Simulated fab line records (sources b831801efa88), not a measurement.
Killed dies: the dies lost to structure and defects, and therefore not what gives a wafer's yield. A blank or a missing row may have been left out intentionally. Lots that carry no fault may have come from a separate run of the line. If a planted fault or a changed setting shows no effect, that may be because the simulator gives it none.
Matching of chambers | flow sky130 | SKY_POLY_GATE_ETCH_17 on rieSi-02: 4 sister chambers
The step etches poly-Si in HBr/Cl2, stops on SiO2, target depth 180 nm, time 70.5 s. 8 wafers are shown with their chamber, then 6 later ones without.

== WAFERS PAIRED WITH THEIR CHAMBERS ==
wafer  | chamber | oesProductAu (a.u.) | throttleValvePct (%)
L267.3 | 1       | 0.989               | 33.684
L271.3 | 3       | 0.979               | 33.681
L271.4 | 0       | 0.993               | 33.686
L272.1 | 1       | 0.990               | 33.677
L272.4 | 3       | 0.964               | 33.684
L272.6 | 0       | 0.976               | 33.698
L274.1 | 2       | 0.977               | 33.664
L274.5 | 2       | 0.984               | 33.683

== WAFERS WHOSE CHAMBER IS MISSING ==
wafer  | oesProductAu (a.u.) | throttleValvePct (%)
L274.6 | 0.991               | 33.677
L276.2 | 0.982               | 33.676
L276.3 | 0.991               | 33.681
L276.5 | 0.982               | 33.696
L278.4 | 0.985               | 33.676
L278.6 | 0.999               | 33.696

== CHAMBER TAKEN BY EACH ==
wafer  | from the rows above               | in truth
L274.6 | can't be placed: 1 or 2 or 0 or 3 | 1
L276.2 | can't be placed: 2 or 1 or 3 or 0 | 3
L276.3 | can't be placed: 1 or 0 or 2      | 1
L276.5 | can't be placed: 0 or 3 or 1      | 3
L278.4 | can't be placed: 2 or 1 or 3 or 0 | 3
L278.6 | can't be placed: 0 or 1 or 2 or 3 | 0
Correctly placed: 0 of 6. Not placeable from these rows: 6 (in 6, the candidates include the true chamber). Wrongly placed: 0.
How it was worked out, from the rows above alone: a wafer's distance from a chamber is the root of the sum, over the readings, of the square of ((its reading less the chamber's mean) divided by the reading's scatter). The wafer belongs to the nearest chamber; if the next one is less than 2 further off, it can't be placed. Each chamber's mean is taken over the wafers shown for it. The scatter is the square root of a quotient: the sum, over the shown wafers, of each reading's squared deviation from its chamber's mean, divided by wafers minus chambers.
